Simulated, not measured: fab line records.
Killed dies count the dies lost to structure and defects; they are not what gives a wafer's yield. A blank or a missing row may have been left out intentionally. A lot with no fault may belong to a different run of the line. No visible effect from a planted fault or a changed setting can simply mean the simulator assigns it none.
fab line records	flow sfq_line
record lots=7	wafers=18	last_day=92
route steps=325 shown I4@176 JJ@178 M5@198 A5B@209 R5@212 M8@325
lots with no fault: from the same line, run without faults
start_h: hours from the record's first day to the start of the lot's first wafer shown	wait_h: time in hours since the lot's previous step	" repeats the value in the row above	L1.1+2: a single row standing in for several wafers	- no value present, or no start provided	* or withheld: withheld	< > ~ a bound
route shown NAME@n: a module of which the file shows steps, and the number in the route of the first	usual: mean and standard deviation over wafers with no fault	same: alike in all rows	chamber/n: place in a boat	sites: each site's reading	_std_site: the values' standard deviation	_edge_site: the outer-site mean with the inner-site mean subtracted	radius_mm: for every site, how far away it sits from the centre of the wafer	mask NAME#n: copy n	behind: the most recent tool/chamber to have shaped the wafer	hold: what put the lot on hold/how long, in hours/how the hold closed	device: transistor that didn't switch, given as n, p or np	end of line: the route-end tests of the same wafers	a step given without rows: its recipe and nothing more	killed: not the wafer's yield, but the dies lost to structure and defects at the first sort	map: a wafer's dies, x killed, . not, _ none there
set.NAME: the setting that was run; set.NAME@STEP: the one run at that earlier step	model.NAME: the simulator's own value behind a step, which no gauge read
a table for each step, a row for each wafer; lots at some steps of the route
services: a tool's chamber out of use, with start hour (start_h, from the record's first day; less than 0 if before it), hours out, and reason
## steps
# step SFQ_TRILAYER_I4_VIA_STRIP_STRIP_107
# recipe gas=O2	power_w=200	platen_temp_c=40	overash_fraction=0.65	chemistry=O2	pressure_mtorr=50
# step SFQ_TRILAYER_I4_VIA_STRIP_SOLV_CLEAN_108
# recipe chemistry=NMP	temp_c=70	time_s=600
# step SFQ_TRILAYER_JJ_TRILAYER_DEP_PRE_CLEAN_113
# recipe gas=Ar	time_s=22.5	bias_v=250
# step SFQ_TRILAYER_JJ_TRILAYER_DEP_SPUTTER_109
# recipe material=Nb	base_pressure_pa=1.33e-06	chamber_pressure_pa=0.1333	substrate_temp_c=20	target_thk_nm=150	power_w=2000	time_s=100
# step SFQ_TRILAYER_JJ_TRILAYER_DEP_SPUTTER_110
# recipe material=Al	base_pressure_pa=1.33e-06	target_thk_nm=8	power_w=500	time_s=10	chamber_pressure_pa=0.4
# step SFQ_TRILAYER_JJ_TRILAYER_DEP_AL_OXIDATION_111
# recipe pressure_mbar=0.014667	oxidation_time_s=600	temperature_k=293
# step SFQ_TRILAYER_JJ_TRILAYER_DEP_SPUTTER_112
# recipe material=Nb	base_pressure_pa=1.33e-06	chamber_pressure_pa=0.1333	substrate_temp_c=20	target_thk_nm=170	power_w=2000	time_s=113.3
# step SFQ_JJ_RS_MEAS_929
# recipe thk_meas_gauge=four-point-probe	reads=Nb_of_TRILAYER_JJ_TRILAYER_DEP_SPUTTER_112
# usual JJ_NB_RS=1.052/0.011
lot.wafer	tool	chamber	start_h	wait_h	JJ_NB_RS[ohm/sq]
L753.3	film_metro-04	-	1335.34	0.1	1.046
L753.4	"	-	"	"	1.042
L753.5	"	-	"	"	1.042
L758.1	film_metro-01	-	1479.66	0.0	1.045
L758.2	"	-	"	"	1.057
L758.6	"	-	"	"	1.059
L762.2	film_metro-01	-	1488.50	0.1	1.023
L762.4	"	-	"	"	1.057
L761.1	film_metro-04	-	1488.94	0.0	1.051
L761.2	"	-	"	"	1.038
L763.1	film_metro-03	-	1490.86	0.0	1.049
L763.2	"	-	"	"	1.045
L768.2	film_metro-03	-	1507.68	0.1	1.030
L768.4	"	-	"	"	1.039
L768.5	"	-	"	"	1.030
L769.1	film_metro-01	-	1511.26	0.0	1.062
L769.5	"	-	"	"	1.054
L769.6	"	-	"	"	1.045
# step SFQ_TRILAYER_JJ_CE_LITHO_COAT_119
# recipe resist=BARC	spin_rpm=3000	resist_thk_nm=62
# step SFQ_TRILAYER_JJ_CE_LITHO_COAT_114
# recipe resist=KrF	spin_rpm=3000	resist_thk_nm=600
# step SFQ_TRILAYER_JJ_CE_LITHO_SOFTBAKE_118
# recipe temp_c=withheld	time_s=withheld	resist=KrF
# step SFQ_TRILAYER_JJ_CE_LITHO_EXPOSE_115
# recipe mask_id=J5	na=0.6	source_shape=conventional	sigma_outer=0.65	target_cd_nm=700	dose_mj=14.4
# usual focus_offset_nm=0.1/0.63
# same na=0.6
lot.wafer	tool	chamber	start_h	wait_h	mask	focus_offset_nm
L753.3	krf_scanner-02	0	1450.70	-	J5#0	0.4
L753.4	"	0	"	"	J5#0	0.0
L753.5	"	0	"	"	J5#0	-0.7
L758.1	krf_scanner-01	0	1486.00	-	J5#0	-0.5
L758.2	"	0	"	"	J5#0	-0.7
L758.6	"	0	"	"	J5#0	0.0
L762.2	krf_scanner-01	0	1497.00	-	J5#0	0.5
L762.4	"	0	"	"	J5#0	0.1
L761.1	krf_scanner-01	0	1499.20	-	J5#0	0.0
L761.2	"	0	"	"	J5#0	0.5
L763.1	krf_scanner-01	0	1501.60	-	J5#0	-1.0
L763.2	"	0	"	"	J5#0	-0.8
L768.2	krf_scanner-02	0	1611.43	-	J5#0	-1.2
L768.4	"	0	"	"	J5#0	-0.6
L768.5	"	0	"	"	J5#0	-0.7
L769.1	krf_scanner-01	0	1620.18	-	J5#0	1.0
L769.5	"	0	"	"	J5#0	0.9
L769.6	"	0	"	"	J5#0	0.7
# step SFQ_TRILAYER_JJ_CE_LITHO_PEB_117
# recipe peb_temp_c=115	peb_time_s=60	resist=KrF
# step SFQ_TRILAYER_JJ_CE_LITHO_DEVELOP_116
# recipe time_s=60	resist=KrF
# step SFQ_JJ_OVL_MEAS_931
# usual J5_OVL=0/5.2
lot.wafer	tool	chamber	start_h	wait_h	J5_OVL[nm]
L753.3	overlay-01	-	1451.81	0.1	-13
L753.4	"	-	"	"	0
L753.5	"	-	"	"	-4
L758.1	overlay-02	-	1487.50	0.1	-1
L758.2	"	-	"	"	-4
L758.6	"	-	"	"	-1
L762.2	overlay-02	-	1498.30	0.1	-9
L762.4	"	-	"	"	-6
L761.1	overlay-02	-	1500.70	0.1	2
L761.2	"	-	"	"	-2
L763.1	overlay-02	-	1503.10	0.1	-3
L763.2	"	-	"	"	-1
L768.2	overlay-02	-	1612.73	0.1	-7
L768.4	"	-	"	"	5
L768.5	"	-	"	"	2
L769.1	overlay-02	-	1621.68	0.1	-6
L769.5	"	-	"	"	-3
L769.6	"	-	"	"	2
# step SFQ_TRILAYER_JJ_CE_METRO_MEASURE_117
# usual cd_nm=700.2/1.1
lot.wafer	tool	chamber	start_h	wait_h	cd_nm
L753.3	cd_sem-02	-	1452.24	0.4	700.4
L753.4	"	-	"	"	700.1
L753.5	"	-	"	"	698.9
L758.1	cd_sem-02	-	1487.53	0.0	700.3
L758.2	"	-	"	"	700.5
L758.6	"	-	"	"	700.3
L762.2	cd_sem-02	-	1498.53	0.2	699.2
L762.4	"	-	"	"	669.2
L761.1	cd_sem-01	-	1500.73	0.0	667.7
L761.2	"	-	"	"	699.4
L763.1	cd_sem-02	-	1503.13	0.0	667.7
L763.2	"	-	"	"	700.0
L768.2	cd_sem-01	-	1612.96	0.2	701.9
L768.4	"	-	"	"	701.2
L768.5	"	-	"	"	701.4
L769.1	cd_sem-02	-	1621.72	0.0	700.6
L769.5	"	-	"	"	699.1
L769.6	"	-	"	"	700.7
# step SFQ_TRILAYER_JJ_CE_BARC_OPEN_RIE_150
# recipe mask_material=PR	chemistry=O2	target_depth_nm=240	target=BARC	icp_w=600	bias_w=80	pressure_mtorr=10	time_s=80
# usual drypump_motor_current_A=6.0/0.44	oes_product_au=0.538/0.0046
lot.wafer	tool	chamber	start_h	wait_h	drypump_motor_current_A	oes_product_au	rf_hours_counter_h	model.JJ.cd_nm
L753.3	rie_metal-04	1	1453.07	0.6	5.1	0.545	-	701.7
L753.4	"	0	"	"	6.4	0.538	-	701.1
L753.5	"	0	"	"	6.4	0.536	-	700.5
L758.1	rie_metal-02	1	1488.73	1.0	5.9	0.538	41	701.8
L758.2	"	0	"	"	6.3	0.538	92	700.5
L758.6	"	1	"	"	5.9	0.532	-	702.5
L762.2	rie_metal-02	1	1499.53	0.8	5.9	0.535	43	700.7
L762.4	"	0	"	"	6.3	0.537	-	668.9
L761.1	rie_metal-03	0	1501.93	1.0	6.6	0.542	71	666.6
L761.2	"	1	"	"	5.7	0.532	66	697.2
L763.1	rie_metal-02	0	1504.33	1.0	6.3	0.540	96	667
L763.2	"	1	"	"	5.9	0.536	44	700.8
L768.2	rie_metal-02	1	1613.96	0.8	5.9	0.541	61	701.8
L768.4	"	1	"	"	5.9	0.531	-	700.7
L768.5	"	0	"	"	6.3	0.537	-	701.5
L769.1	rie_metal-02	1	1622.92	1.0	5.9	0.532	62	701.2
L769.5	"	1	"	"	5.9	0.534	-	700.5
L769.6	"	0	"	"	6.3	0.534	-	699.5
# step SFQ_TRILAYER_JJ_CE_ETCH_RIE_118
# recipe target=Nb	stop_on=Al2O3	mask_material=PR	taper_deg=13.257	over_etch_frac=0.15	time_s=97.7	chemistry=SF6	target_depth_nm=170	icp_w=600	bias_w=80	pressure_mtorr=10
# usual drypump_motor_current_A=6.0/0.43	oes_product_au=0.989/0.0082
lot.wafer	tool	chamber	start_h	wait_h	drypump_motor_current_A	oes_product_au	rf_hours_counter_h	model.JJ.cd_nm
L753.3	rie_metal-04	1	1453.16	0.1	5.2	0.990	-	701
L753.4	"	0	"	"	6.4	0.993	-	700.6
L753.5	"	0	"	"	6.4	0.989	-	699.7
L758.1	rie_metal-02	1	1488.82	0.1	5.9	0.986	41	702.2
L758.2	"	0	"	"	6.3	0.997	92	700.5
L758.6	"	1	"	"	5.9	0.986	-	703.2
L762.2	rie_metal-02	1	1499.62	0.1	5.9	0.984	43	701.6
L762.4	"	0	"	"	6.3	0.981	-	669.3
L761.1	rie_metal-03	0	1502.02	0.1	6.6	0.985	71	668.1
L761.2	"	1	"	"	5.8	0.997	66	697.3
L763.1	rie_metal-02	0	1504.42	0.1	6.3	0.992	96	666.4
L763.2	"	1	"	"	5.9	0.989	44	700.9
L768.2	rie_metal-02	1	1614.05	0.1	5.9	1.008	61	702.6
L768.4	"	1	"	"	5.9	0.998	-	701
L768.5	"	0	"	"	6.2	1.011	-	701.3
L769.1	rie_metal-02	1	1623.01	0.1	5.9	0.980	62	701.5
L769.5	"	1	"	"	5.9	0.995	-	701.3
L769.6	"	0	"	"	6.2	0.991	-	698.8
# step SFQ_TRILAYER_JJ_ANODIZE_ANODIZE_119
# recipe current_density_ma_cm2=withheld	end_current_density_ma_cm2=withheld	bath_temp_c=withheld
# step SFQ_TRILAYER_JJ_CE_STRIP_STRIP_120
# recipe gas=O2	power_w=200	platen_temp_c=40	overash_fraction=0.65	chemistry=O2	pressure_mtorr=50
# step SFQ_TRILAYER_JJ_CE_STRIP_SOLV_CLEAN_121
# recipe chemistry=NMP	temp_c=70	time_s=600
# step SFQ_TRILAYER_M5_LITHO_COAT_128
# recipe resist=BARC	spin_rpm=3000	resist_thk_nm=62
# step SFQ_TRILAYER_M5_LITHO_COAT_123
# recipe resist=KrF	spin_rpm=3000	resist_thk_nm=600
# step SFQ_TRILAYER_M5_LITHO_SOFTBAKE_127
# recipe temp_c=withheld	time_s=withheld	resist=KrF
# step SFQ_TRILAYER_M5_LITHO_EXPOSE_124
# recipe mask_id=M5	na=0.6	source_shape=conventional	sigma_outer=0.65	target_cd_nm=700	dose_mj=14.4
# step SFQ_TRILAYER_M5_LITHO_PEB_126
# recipe peb_temp_c=115	peb_time_s=60	resist=KrF
# step SFQ_TRILAYER_M5_LITHO_DEVELOP_125
# recipe time_s=60	resist=KrF
# step SFQ_M5_OVL_MEAS_932
# usual M5_OVL=0/5
lot.wafer	tool	chamber	start_h	wait_h	M5_OVL[nm]
L753.3	overlay-02	-	1566.92	0.1	4
L753.4	"	-	"	"	2
L753.5	"	-	"	"	5
L758.1	overlay-02	-	1594.60	0.1	5
L758.2	"	-	"	"	6
L758.6	"	-	"	"	7
L762.2	overlay-02	-	1604.33	0.1	2
L762.4	"	-	"	"	4
L761.1	overlay-01	-	1606.73	0.1	-9
L761.2	"	-	"	"	-7
L763.1	overlay-02	-	1610.33	0.1	-2
L763.2	"	-	"	"	2
L768.2	overlay-01	-	1722.16	0.1	-5
L768.4	"	-	"	"	-7
L768.5	"	-	"	"	0
L769.1	overlay-02	-	1734.15	0.1	11
L769.5	"	-	"	"	5
L769.6	"	-	"	"	7
# step SFQ_TRILAYER_M5_BARC_OPEN_METAL_ETCH_161
# recipe mask_material=PR	chemistry=O2	target_depth_nm=125	target=BARC	icp_w=600	bias_w=80	pressure_mtorr=10	time_s=41.7
# usual drypump_motor_current_A=6.0/0.49	oes_product_au=0.685/0.0043
lot.wafer	tool	chamber	start_h	wait_h	drypump_motor_current_A	oes_product_au	rf_hours_counter_h
L753.3	rie_metal-01	1	1566.96	0.0	6.1	0.686	-
L753.4	"	0	"	"	6.0	0.694	-
L753.5	"	1	"	"	6.1	0.687	-
L758.1	rie_metal-01	1	1594.64	0.0	6.1	0.688	14
L758.2	"	0	"	"	5.9	0.690	52
L758.6	"	0	"	"	5.9	0.683	-
L762.2	rie_metal-04	1	1604.36	0.0	5.1	0.687	84
L762.4	"	1	"	"	5.1	0.689	-
L761.1	rie_metal-04	0	1606.76	0.0	6.4	0.692	91
L761.2	"	1	"	"	5.2	0.687	85
L763.1	rie_metal-03	0	1610.36	0.0	6.6	0.686	92
L763.2	"	1	"	"	5.7	0.686	80
L768.2	rie_metal-01	1	1722.19	0.0	6.1	0.684	30
L768.4	"	0	"	"	6.0	0.693	-
L768.5	"	1	"	"	6.1	0.684	-
L769.1	rie_metal-01	1	1734.19	0.0	6.1	0.676	32
L769.5	"	1	"	"	6.1	0.683	-
L769.6	"	0	"	"	5.9	0.675	-
# step SFQ_TRILAYER_M5_ETCH_METAL_ETCH_126
# recipe target=Nb	stop_on=SiO2	mask_material=PR	over_etch_frac=0.15	time_s=203.2	chemistry=Cl2/BCl3	target_depth_nm=265	icp_w=600	bias_w=80	pressure_mtorr=10
# step SFQ_TRILAYER_M5_STRIP_STRIP_127
# recipe gas=O2	power_w=200	platen_temp_c=40	overash_fraction=0.65	chemistry=O2	pressure_mtorr=50
# step SFQ_TRILAYER_M5_STRIP_SOLV_CLEAN_128
# recipe chemistry=NMP	temp_c=70	time_s=600
# step SFQ_TRILAYER_A5B_DEP_PECVD_129
# recipe material=SiO2	temp_c=150	time_s=133.33	pressure_torr=2.4	rf_w=183.3	precursor=SiH4/N2O	target_thk_nm=600
# usual heater_power_w=75/13	throttle_valve_pct=24.9/0.85
lot.wafer	tool	chamber	start_h	wait_h	heater_power_w	throttle_valve_pct
L753.3	pecvd-02	1	1567.97	0.0	74	23.7
L753.4	"	0	"	"	67	24.1
L753.5	"	1	"	"	78	23.9
L758.1	pecvd-04	1	1595.68	0.0	62	25.1
L758.2	"	0	"	"	70	24.9
L758.6	"	2	"	"	77	23.6
L762.2	pecvd-01	2	1605.39	0.0	57	25.4
L762.4	"	1	"	"	97	25.2
L761.1	pecvd-02	2	1607.81	0.0	80	25.1
L761.2	"	1	"	"	83	23.5
L763.1	pecvd-02	1	1611.39	0.0	84	23.9
L763.2	"	2	"	"	73	24.6
L768.2	pecvd-04	0	1723.24	0.0	65	24.9
L768.4	"	1	"	"	65	25.3
L768.5	"	2	"	"	78	23.4
L769.1	pecvd-04	2	1735.22	0.0	78	23.6
L769.5	"	1	"	"	69	25.5
L769.6	"	2	"	"	84	23.5
# step SFQ_TRILAYER_A5B_CMP_CMP_130
# recipe stop_on=Nb	down_force_psi=3	platen_rpm=60	target_thk_nm=340.7
# step SFQ_TRILAYER_A5B_METRO_MEASURE_131
# step SFQ_TRILAYER_R5_DEP_SPUTTER_132
# recipe material=Ti	base_pressure_pa=1.33e-06	target_thk_nm=5	power_w=2000	time_s=5	chamber_pressure_pa=0.4
# usual base_pressure_pa=1.32e-06/1.1e-07	throttle_valve_pct=29.6/0.57
lot.wafer	tool	chamber	start_h	wait_h	base_pressure_pa	throttle_valve_pct
L753.3	pvd_sputter-05	-	1574.76	0.6	1.46e-06	30.4
L753.4	"	-	"	"	1.23e-06	29.4
L753.5	"	-	"	"	1.53e-06	29.9
L758.1	pvd_sputter-03	-	1601.76	1.0	1.38e-06	30.0
L758.2	"	-	"	"	1.34e-06	29.1
L758.6	"	-	"	"	1.39e-06	30.6
L762.2	pvd_sputter-06	-	1616.76	0.8	1.42e-06	28.4
L762.4	"	-	"	"	1.3e-06	29.9
L761.1	pvd_sputter-05	-	1618.78	1.0	1.25e-06	29.4
L761.2	"	-	"	"	1.14e-06	30.0
L763.1	pvd_sputter-03	-	1621.78	1.0	1.3e-06	29.9
L763.2	"	-	"	"	1.29e-06	29.7
L768.2	pvd_sputter-05	-	1732.37	0.8	1.29e-06	29.9
L768.4	"	-	"	"	1.26e-06	28.7
L768.5	"	-	"	"	1.34e-06	29.7
L769.1	pvd_sputter-05	-	1744.37	1.0	1.42e-06	30.2
L769.5	"	-	"	"	1.47e-06	29.8
L769.6	"	-	"	"	1.38e-06	28.8
# step SFQ_TRILAYER_R5_DEP_SPUTTER_133
# recipe material=MoNx	base_pressure_pa=1.33e-06	target_thk_nm=40	power_w=1000	time_s=66.7	chamber_pressure_pa=0.4
# usual base_pressure_pa=1.32e-06/1e-07	throttle_valve_pct=29.6/0.58
lot.wafer	tool	chamber	start_h	wait_h	base_pressure_pa	throttle_valve_pct
L753.3	pvd_sputter-05	-	1574.78	0.0	1.53e-06	30.4
L753.4	"	-	"	"	1.3e-06	29.4
L753.5	"	-	"	"	1.17e-06	29.8
L758.1	pvd_sputter-03	-	1601.78	0.0	1.32e-06	29.6
L758.2	"	-	"	"	1.15e-06	28.9
L758.6	"	-	"	"	1.1e-06	30.5
L762.2	pvd_sputter-06	-	1616.78	0.0	1.37e-06	28.5
L762.4	"	-	"	"	1.29e-06	30.0
L761.1	pvd_sputter-05	-	1618.80	0.0	1.34e-06	29.1
L761.2	"	-	"	"	1.11e-06	30.3
L763.1	pvd_sputter-03	-	1621.80	0.0	1.27e-06	29.7
L763.2	"	-	"	"	1.26e-06	29.8
L768.2	pvd_sputter-05	-	1732.39	0.0	1.3e-06	29.5
L768.4	"	-	"	"	1.33e-06	28.5
L768.5	"	-	"	"	1.25e-06	29.8
L769.1	pvd_sputter-05	-	1744.39	0.0	1.41e-06	30.3
L769.5	"	-	"	"	1.24e-06	30.0
L769.6	"	-	"	"	1.2e-06	28.6
# step SFQ_TRILAYER_R5_DEP_SPUTTER_134
# recipe material=Ti	base_pressure_pa=1.33e-06	target_thk_nm=5	power_w=2000	time_s=5	chamber_pressure_pa=0.4
# usual base_pressure_pa=1.33e-06/9.1e-08	throttle_valve_pct=29.6/0.57
lot.wafer	tool	chamber	start_h	wait_h	base_pressure_pa	throttle_valve_pct
L753.3	pvd_sputter-05	-	1574.84	0.0	1.52e-06	30.3
L753.4	"	-	"	"	1.32e-06	29.4
L753.5	"	-	"	"	1.34e-06	29.6
L758.1	pvd_sputter-03	-	1601.84	0.0	1.3e-06	29.9
L758.2	"	-	"	"	1.45e-06	29.1
L758.6	"	-	"	"	1.27e-06	30.5
L762.2	pvd_sputter-06	-	1616.84	0.0	1.34e-06	28.4
L762.4	"	-	"	"	1.4e-06	30.2
L761.1	pvd_sputter-05	-	1618.85	0.0	1.31e-06	29.2
L761.2	"	-	"	"	1.25e-06	30.2
L763.1	pvd_sputter-03	-	1621.85	0.0	1.34e-06	29.9
L763.2	"	-	"	"	1.42e-06	29.8
L768.2	pvd_sputter-05	-	1732.44	0.0	1.45e-06	29.9
L768.4	"	-	"	"	1.29e-06	28.7
L768.5	"	-	"	"	1.15e-06	29.6
L769.1	pvd_sputter-05	-	1744.44	0.0	1.44e-06	30.3
L769.5	"	-	"	"	1.12e-06	29.5
L769.6	"	-	"	"	1.38e-06	28.8
# step SFQ_R5_RS_MEAS_933
# recipe thk_meas_gauge=four-point-probe	reads=Ti_of_TRILAYER_R5_DEP_SPUTTER_134+MoNx_of_TRILAYER_R5_DEP_SPUTTER_133+Ti_of_TRILAYER_R5_DEP_SPUTTER_132
# usual R5_MONX_RS=7.05/0.083
lot.wafer	tool	chamber	start_h	wait_h	R5_MONX_RS[ohm/sq]
L753.3	film_metro-01	-	1574.89	0.0	6.92
L753.4	"	-	"	"	6.91
L753.5	"	-	"	"	7.00
L758.1	film_metro-03	-	1601.85	0.0	7.05
L758.2	"	-	"	"	7.22
L758.6	"	-	"	"	7.13
L762.2	film_metro-02	-	1616.87	0.0	7.02
L762.4	"	-	"	"	7.04
L761.1	film_metro-02	-	1618.87	0.0	6.92
L761.2	"	-	"	"	6.91
L763.1	film_metro-01	-	1621.87	0.0	7.15
L763.2	"	-	"	"	7.13
L768.2	film_metro-03	-	1732.48	0.0	7.22
L768.4	"	-	"	"	7.09
L768.5	"	-	"	"	7.24
L769.1	film_metro-02	-	1744.46	0.0	7.07
L769.5	"	-	"	"	7.19
L769.6	"	-	"	"	7.06
# step SFQ_R5_THK_MEAS_934
# recipe thk_meas_gauge=xrf	reads=MoNx_of_TRILAYER_R5_DEP_SPUTTER_133
# usual R5_MONX_THK=39.7/0.5
lot.wafer	tool	chamber	start_h	wait_h	R5_MONX_THK[nm]
L753.3	film_metro-01	-	1574.99	0.1	40.6
L753.4	"	-	"	"	40.6
L753.5	"	-	"	"	40.4
L758.1	film_metro-03	-	1601.97	0.1	39.6
L758.2	"	-	"	"	38.8
L758.6	"	-	"	"	39.1
L762.2	film_metro-02	-	1616.98	0.1	39.9
L762.4	"	-	"	"	39.6
L761.1	film_metro-02	-	1618.99	0.1	40.5
L761.2	"	-	"	"	40.3
L763.1	film_metro-01	-	1621.99	0.1	39.4
L763.2	"	-	"	"	39.4
L768.2	film_metro-03	-	1732.59	0.1	38.7
L768.4	"	-	"	"	39.7
L768.5	"	-	"	"	38.8
L769.1	film_metro-02	-	1744.58	0.1	39.5
L769.5	"	-	"	"	39.0
L769.6	"	-	"	"	39.7
# step SFQ_TRILAYER_R5_LITHO_COAT_141
# recipe resist=BARC	spin_rpm=3000	resist_thk_nm=62
# step SFQ_M8_BOW_MEAS_951
# recipe mode=bow
# usual M8_BOW=8/13
lot.wafer	tool	chamber	start_h	wait_h	M8_BOW[um]	model.etest.jj.g_times
L753.3	film_metro-04	-	1915.74	0.0	-2	1.002
L753.4	"	-	"	"	-3	1
L753.5	"	-	"	"	7	0.998
L758.1	film_metro-02	-	1937.42	0.0	4	1.005
L758.2	"	-	"	"	3	1
L758.6	"	-	"	"	-4	1.008
L762.2	film_metro-04	-	1944.20	0.0	16	1.004
L762.4	"	-	"	"	18	0.9133
L761.1	film_metro-02	-	1945.68	0.0	-17	0.91
L761.2	"	-	"	"	-3	0.9911
L763.1	film_metro-04	-	1975.14	0.0	12	0.9052
L763.2	"	-	"	"	19	1.001
L768.2	film_metro-02	-	2204.12	0.0	24	1.006
L768.4	"	-	"	"	38	1.002
L768.5	"	-	"	"	17	1.003
L769.1	film_metro-02	-	2205.34	0.0	-10	1.003
L769.5	"	-	"	"	6	1.002
L769.6	"	-	"	"	1	0.9953
## services
tool	chamber	start_h	hours	kind
rie_metal-04	-	1427.80	0.6	repair
krf_scanner-01	-	1429.01	1.3	pm
cd_sem-02	-	1440.01	2.7	pm
krf_scanner-01	-	1477.18	4.0	pm
cd_sem-02	-	1515.00	0.4	pm
rie_metal-01	-	1517.30	0.2	repair
krf_scanner-01	-	1526.75	1.6	repair
rie_metal-02	0	1534.17	10.0	repair
rie_metal-04	-	1548.16	1.5	repair
cd_sem-02	-	1556.17	0.9	pm
rie_metal-02	1	1559.61	5.3	repair
rie_metal-02	-	1561.31	1.4	pm
pvd_sputter-03	-	1565.18	1.0	repair
cd_sem-02	-	1580.73	3.1	pm
krf_scanner-01	-	1588.20	1.0	pm
cd_sem-02	-	1590.62	5.1	pm
pecvd-04	-	1591.50	2.8	pm
cd_sem-02	-	1602.15	1.5	pm
krf_scanner-01	-	1604.93	1.3	pm
krf_scanner-01	-	1626.11	19.9	repair
pvd_sputter-03	-	1670.05	4.5	repair
rie_metal-02	-	1678.56	2.8	pm
cd_sem-02	-	1699.00	1.0	pm
krf_scanner-01	-	1717.75	3.0	pm
## key
first_sign step=SFQ_TRILAYER_JJ_CE_METRO_MEASURE_117	reading=cd_nm	direction=down	sigmas=30	usual=700.2	struck=668.2
effect none on later readings
model_effect step=SFQ_TRILAYER_JJ_CE_BARC_OPEN_RIE_150	value=JJ.cd_nm	without=699.8	struck=667.5
model_effect step=SFQ_TRILAYER_JJ_CE_ETCH_RIE_118	value=JJ.cd_nm	without=700.3	struck=667.9
model_effect step=SFQ_M8_BOW_MEAS_951	value=etest.jj.g_times	without=0.9997	struck=0.9095
met_at SFQ_TRILAYER_JJ_CE_LITHO_EXPOSE_115
struck_wafers L761.1,L762.4,L763.1
onset_between 1486.00 1497.00
fault kind=process_parameter_drift	tool=krf_scanner-01	chamber=-	onset_h=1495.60	steps=SFQ_TRILAYER_JJ_CE_LITHO_EXPOSE_115	channel=focus_nm	offset=529.58	shape=step	end_h=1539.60	scope=struck_wafers_only
